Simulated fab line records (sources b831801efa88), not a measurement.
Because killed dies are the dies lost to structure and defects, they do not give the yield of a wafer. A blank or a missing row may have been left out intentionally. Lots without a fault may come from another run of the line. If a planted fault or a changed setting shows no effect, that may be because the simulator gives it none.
The tool behind it: which one? :: flow sky130 :: 13 lots, 39 wafers sampled, at 5 steps of a route of 708

WHAT EACH GAUGE READ, for each wafer
SKY_VT_ADJUST_HVTR_CD_MEAS_07 targets a cd of 380 nm. Usual: cd_nm at 379.6 nm, with a standard deviation of 2.1.
lot: L178
measured: day 9 13:34
on: cd_sem-02
cd_nm (nm): 377.1 379.8 377.2
flag: 

lot: L181
measured: day 10 10:05
on: cd_sem-01
cd_nm (nm): 378.6 378.3 380.2
flag: 

lot: L182
measured: day 10 12:37
on: cd_sem-01
cd_nm (nm): 379.5 377.3 377.6
flag: 

lot: L183
measured: day 11 00:16
on: cd_sem-02
cd_nm (nm): 378.3 377.0 380.3
flag: 

lot: L184
measured: day 11 08:38
on: cd_sem-02
cd_nm (nm): 382.2 379.8 381.7
flag: 

lot: L185
measured: day 11 14:02
on: cd_sem-02
cd_nm (nm): 381.0 380.5 379.9
flag: 

lot: L186
measured: day 11 20:24
on: cd_sem-02
cd_nm (nm): 378.9 376.9 377.2
flag: 

lot: L187
measured: day 12 07:05
on: cd_sem-01
cd_nm (nm): 382.6 382.1 382.8
flag: 

lot: L188
measured: day 12 17:08
on: cd_sem-01
cd_nm (nm): 381.2 379.4 381.6
flag: 

lot: L194
measured: day 14 13:29
on: cd_sem-02
cd_nm (nm): 380.3 382.8 381.3
flag: 

lot: L197
measured: day 15 17:59
on: cd_sem-02
cd_nm (nm): 381.1 379.3 379.7
flag: 

lot: L198
measured: day 15 23:37
on: cd_sem-02
cd_nm (nm): 377.4 376.9 378.2
flag: 

lot: L199
measured: day 16 01:06
on: cd_sem-02
cd_nm (nm): 381.3 382.5 383.8
flag: 

SKY_GATE_OXIDE_OVL_MEAS_10. Usual: for GATE_OXIDE_OVL the level is -0.2 nm and the standard deviation is 1.5.
lot: L178
measured: day 14 02:01
on: overlay-02
GATE_OXIDE_OVL (nm): 1.5 0.7 0.3
flag: 

lot: L181
measured: day 15 00:17
on: overlay-01
GATE_OXIDE_OVL (nm): -1.6 3.4 1.8
flag: 

lot: L182
measured: day 15 00:34
on: overlay-01
GATE_OXIDE_OVL (nm): 0.9 0.2 2.3
flag: 

lot: L183
measured: day 15 17:19
on: overlay-02
GATE_OXIDE_OVL (nm): -0.2 0.1 -1.3
flag: 

lot: L184
measured: day 15 23:09
on: overlay-02
GATE_OXIDE_OVL (nm): 1.8 0.4 -1.1
flag: 

lot: L185
measured: day 16 03:44
on: overlay-01
GATE_OXIDE_OVL (nm): -0.5 1.6 -1.0
flag: 

lot: L186
measured: day 16 12:55
on: overlay-01
GATE_OXIDE_OVL (nm): -2.4 -1.8 -2.6
flag: 

lot: L187
measured: day 17 07:06
on: overlay-01
GATE_OXIDE_OVL (nm): -1.1 -0.7 -3.1
flag: 

lot: L188
measured: day 18 05:54
on: overlay-01
GATE_OXIDE_OVL (nm): -0.5 -1.5 -1.9
flag: 

lot: L194
measured: day 19 19:07
on: overlay-01
GATE_OXIDE_OVL (nm): 0.5 -1.8 1.6
flag: 

lot: L197
measured: day 21 05:00
on: overlay-01
GATE_OXIDE_OVL (nm): -1.4 -1.7 -1.7
flag: 

lot: L198
measured: day 21 09:08
on: overlay-01
GATE_OXIDE_OVL (nm): -2.0 -0.7 -1.0
flag: 

lot: L199
measured: day 21 17:46
on: overlay-02
GATE_OXIDE_OVL (nm): -2.4 -0.3 0.4
flag: 

SKY_POLY_GATE_THK_MEAS_04. Usual: for POLY_GATE_CVD_03_THK the level is 74.9 nm and the standard deviation is 0.53.
lot: L178
measured: day 15 18:28
on: film_metro-03
POLY_GATE_CVD_03_THK (nm): 74.0 74.7 74.8
flag: 

lot: L181
measured: day 16 08:52
on: film_metro-03
POLY_GATE_CVD_03_THK (nm): 74.8 75.2 74.6
flag: 

lot: L182
measured: day 16 10:13
on: film_metro-03
POLY_GATE_CVD_03_THK (nm): 75.7 75.1 75.0
flag: 

lot: L183
measured: day 17 03:48
on: film_metro-03
POLY_GATE_CVD_03_THK (nm): 74.3 74.9 74.9
flag: 

lot: L184
measured: day 17 17:25
on: film_metro-04
POLY_GATE_CVD_03_THK (nm): 74.0 74.0 74.2
flag: 

lot: L185
measured: day 17 17:25
on: film_metro-03
POLY_GATE_CVD_03_THK (nm): 74.8 73.9 74.1
flag: 

lot: L186
measured: day 18 05:56
on: film_metro-04
POLY_GATE_CVD_03_THK (nm): 74.3 74.6 74.8
flag: 

lot: L187
measured: day 18 21:16
on: film_metro-04
POLY_GATE_CVD_03_THK (nm): 76.2 75.4 75.6
flag: 

lot: L188
measured: day 19 19:44
on: film_metro-03
POLY_GATE_CVD_03_THK (nm): 75.4 75.3 75.0
flag: 

lot: L194
measured: day 21 06:36
on: film_metro-02
POLY_GATE_CVD_03_THK (nm): 74.9 75.6 75.1
flag: 

lot: L197
measured: day 22 17:51
on: film_metro-04
POLY_GATE_CVD_03_THK (nm): 75.3 75.7 75.1
flag: 

lot: L198
measured: day 22 21:55
on: film_metro-03
POLY_GATE_CVD_03_THK (nm): 75.6 75.2 76.1
flag: 

lot: L199
measured: day 23 06:16
on: film_metro-04
POLY_GATE_CVD_03_THK (nm): 74.7 74.9 75.1
flag: 

TOOL THAT RAN EACH LOT (tool first, then ch and the chambers of the sampled wafers, then the start)
lot: L178
SKY_RES_PROTECT_COAT_02: litho_track-03 ch 0, day 14 18:27
SKY_RES_PROTECT_STRIP_07: plasma_asher-03 ch 0,1, day 15 08:09

lot: L181
SKY_RES_PROTECT_COAT_02: litho_track-03 ch 0, day 15 17:17
SKY_RES_PROTECT_STRIP_07: plasma_asher-01 ch 0,1, day 16 07:17

lot: L182
SKY_RES_PROTECT_COAT_02: litho_track-02 ch 0, day 15 17:23
SKY_RES_PROTECT_STRIP_07: plasma_asher-03 ch 0,1, day 16 07:22

lot: L183
SKY_RES_PROTECT_COAT_02: litho_track-02 ch 0, day 16 11:05
SKY_RES_PROTECT_STRIP_07: plasma_asher-03 ch 0,1, day 17 01:30

lot: L184
SKY_RES_PROTECT_COAT_02: litho_track-03 ch 0, day 16 22:05
SKY_RES_PROTECT_STRIP_07: plasma_asher-02 ch 0,1, day 17 12:50

lot: L185
SKY_RES_PROTECT_COAT_02: litho_track-04 ch 0, day 16 22:00
SKY_RES_PROTECT_STRIP_07: plasma_asher-01 ch 0,1, day 17 12:37

lot: L186
SKY_RES_PROTECT_COAT_02: litho_track-03 ch 0, day 17 07:36
SKY_RES_PROTECT_STRIP_07: plasma_asher-02 ch 0,1, day 17 23:31

lot: L187
SKY_RES_PROTECT_COAT_02: litho_track-04 ch 0, day 18 01:09
SKY_RES_PROTECT_STRIP_07: plasma_asher-02 ch 0,1, day 18 16:23

lot: L188
SKY_RES_PROTECT_COAT_02: litho_track-04 ch 0, day 19 00:19
SKY_RES_PROTECT_STRIP_07: plasma_asher-01 ch 0,1, day 19 16:26

lot: L194
SKY_RES_PROTECT_COAT_02: litho_track-02 ch 0, day 20 14:10
SKY_RES_PROTECT_STRIP_07: plasma_asher-03 ch 0,1, day 21 04:57

lot: L197
SKY_RES_PROTECT_COAT_02: litho_track-04 ch 0, day 21 23:46
SKY_RES_PROTECT_STRIP_07: plasma_asher-02 ch 0,1, day 22 15:36

lot: L198
SKY_RES_PROTECT_COAT_02: litho_track-04 ch 0, day 22 03:55
SKY_RES_PROTECT_STRIP_07: plasma_asher-02 ch 0,1, day 22 19:41

lot: L199
SKY_RES_PROTECT_COAT_02: litho_track-04 ch 0, day 22 11:22
SKY_RES_PROTECT_STRIP_07: plasma_asher-01 ch 0,1, day 23 03:05
- SKY_RES_PROTECT_COAT_02: resist thk 1140 nm.
- SKY_RES_PROTECT_STRIP_07: strips in O2/N2.

AS READ BY THE TOOLS THEMSELVES (means over the sampled wafers that have a number; for cases with no such wafer, the mark the record gives instead)
SKY_RES_PROTECT_STRIP_07. Usual: drypump_motor_current_A 5.5 A, standard deviation 0.41; o2_flow_sccm 3000 sccm, standard deviation 8.4; oes_product_au 0.517 a.u., standard deviation 0.0046; strip_time_to_endpoint_s 23.32 s, standard deviation 0.05.
lot: L178
tool: plasma_asher-03
drypump_motor_current_A (A): 5.6
o2_flow_sccm (sccm): 2998
oes_product_au (a.u.): 0.516
strip_time_to_endpoint_s (s): 23.30
flag: 

lot: L181
tool: plasma_asher-01
drypump_motor_current_A (A): 5.3
o2_flow_sccm (sccm): 3004
oes_product_au (a.u.): 0.519
strip_time_to_endpoint_s (s): 23.33
flag: 

lot: L182
tool: plasma_asher-03
drypump_motor_current_A (A): 5.5
o2_flow_sccm (sccm): 3001
oes_product_au (a.u.): 0.522
strip_time_to_endpoint_s (s): 23.37
flag: 

lot: L183
tool: plasma_asher-03
drypump_motor_current_A (A): 5.5
o2_flow_sccm (sccm): 2998
oes_product_au (a.u.): 0.520
strip_time_to_endpoint_s (s): 23.41
flag: 

lot: L184
tool: plasma_asher-02
drypump_motor_current_A (A): 5.3
o2_flow_sccm (sccm): 2997
oes_product_au (a.u.): 0.521
strip_time_to_endpoint_s (s): 23.30
flag: 

lot: L185
tool: plasma_asher-01
drypump_motor_current_A (A): 5.8
o2_flow_sccm (sccm): 3008
oes_product_au (a.u.): 0.517
strip_time_to_endpoint_s (s): 23.26
flag: 

lot: L186
tool: plasma_asher-02
drypump_motor_current_A (A): 5.4
o2_flow_sccm (sccm): 2996
oes_product_au (a.u.): 0.520
strip_time_to_endpoint_s (s): 23.31
flag: 

lot: L187
tool: plasma_asher-02
drypump_motor_current_A (A): 5.3
o2_flow_sccm (sccm): 3002
oes_product_au (a.u.): 0.518
strip_time_to_endpoint_s (s): 23.33
flag: 

lot: L188
tool: plasma_asher-01
drypump_motor_current_A (A): 5.3
o2_flow_sccm (sccm): 2994
oes_product_au (a.u.): 0.519
strip_time_to_endpoint_s (s): 23.31
flag: 

lot: L194
tool: plasma_asher-03
drypump_motor_current_A (A): 5.6
o2_flow_sccm (sccm): 2992
oes_product_au (a.u.): 0.516
strip_time_to_endpoint_s (s): 23.27
flag: 

lot: L197
tool: plasma_asher-02
drypump_motor_current_A (A): 5.4
o2_flow_sccm (sccm): 3009
oes_product_au (a.u.): 0.525
strip_time_to_endpoint_s (s): 24.13
flag: OFF

lot: L198
tool: plasma_asher-02
drypump_motor_current_A (A): 5.4
o2_flow_sccm (sccm): 3002
oes_product_au (a.u.): 0.523
strip_time_to_endpoint_s (s): 24.16
flag: OFF

lot: L199
tool: plasma_asher-01
drypump_motor_current_A (A): 5.3
o2_flow_sccm (sccm): 3004
oes_product_au (a.u.): 0.519
strip_time_to_endpoint_s (s): 24.15
flag: OFF

THE ANSWER, worked out from the rows above alone
Rule: take the mean of a lot's wafers that have a number; if it is more than 3 standard deviations from the usual mean, the lot is off. Also off: a lot with no number at a reading for which 4 or more lots have one. Any other lot the step has rows for is counted as sound. First the gauges in route order, then the tools' own readings, where a lot's mean is used as printed above. The first step at which some lot is off is used, and at that step the reading that is off furthest; a lot without a number counts as furthest.
Off: L197, L198, L199 (SKY_RES_PROTECT_STRIP_07, strip_time_to_endpoint_s).
If a tool, at that step or one of the process steps before it, ran each lot that is off and ran no sound lot following the first of them, it fits. One fits: litho_track-04 at SKY_RES_PROTECT_COAT_02. Its last sound lot is L188 (day 19 00:19), its first lot that is off L197 (day 21 23:46): a fault that began between those two fits.

WHAT THE SIMULATOR HAD PUT IN
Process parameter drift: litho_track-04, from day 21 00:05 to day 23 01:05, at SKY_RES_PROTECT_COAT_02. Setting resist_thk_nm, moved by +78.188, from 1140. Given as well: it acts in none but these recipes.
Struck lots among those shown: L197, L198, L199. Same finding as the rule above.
